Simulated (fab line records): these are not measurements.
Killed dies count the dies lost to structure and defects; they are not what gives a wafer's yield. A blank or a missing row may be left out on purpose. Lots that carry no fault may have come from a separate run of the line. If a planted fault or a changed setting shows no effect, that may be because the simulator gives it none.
The same fault as seen by 2 desks :: flow sky130 :: what lay behind the numbers comes last; until then each desk has only its own

== AT THE METROLOGY DESK ==
What the gauges read, lot by lot, whatever tool the lot ran on: means of the sampled wafers that have a number. Any lot whose mean is over 4 standard deviations away from the usual mean is out of limits and marked OUT; that distance is given in the brackets.
Columns: A = VIA3_W_RS at SKY_VIA3_RS_MEAS_22, usual 0.295 ohm/sq; B = VIA3_W_THK at SKY_VIA3_THK_MEAS_23, usual 389 nm
lot: L589
first seen here: day 40 00:04
A: 0.301
B: 379

lot: L595
first seen here: day 41 20:28
A: 0.298
B: 385

lot: L605
first seen here: day 44 14:06
A: 0.299
B: 382

lot: L608
first seen here: day 45 09:33
A: 0.296
B: 387

lot: L610
first seen here: day 45 15:58
A: 0.294
B: 389

lot: L612
first seen here: day 46 05:50
A: 0.297
B: 390
This desk's verdict: no lot among the 6 shows anything out of limits.

== AT THE TOOL OWNER'S DESK: pvd sputter-03 ==
At SKY_METAL4_SPUTTER_01 (material TiN, target thk 20 nm, time 16.7 s) the tool's own readings: per lot run on this tool, the mean of the sampled wafers that have a number. Any lot whose mean is over 4 standard deviations away from the usual mean is out of limits and marked OUT; that distance is given in the brackets.
Columns: A = chamber pressure pa at SKY_METAL4_SPUTTER_01, usual 0.4001 Pa; B = throttle valve pct at SKY_METAL4_SPUTTER_01, usual 30.2 %
lot: L595
first seen here: day 41 20:55
A: 0.4003
B: 30.0

lot: L605
first seen here: day 44 14:35
A: 0.4001
B: 29.8

lot: L608
first seen here: day 45 10:06
A: 0.4004
B: 30.3
This desk's verdict: no lot among the 3 shows anything out of limits.

== BROUGHT TOGETHER ==
At the metrology desk, nothing out of limits was observed.
The tool owner's desk saw nothing out of limits.

== WHAT WAS PUT IN BY THE SIMULATOR ==
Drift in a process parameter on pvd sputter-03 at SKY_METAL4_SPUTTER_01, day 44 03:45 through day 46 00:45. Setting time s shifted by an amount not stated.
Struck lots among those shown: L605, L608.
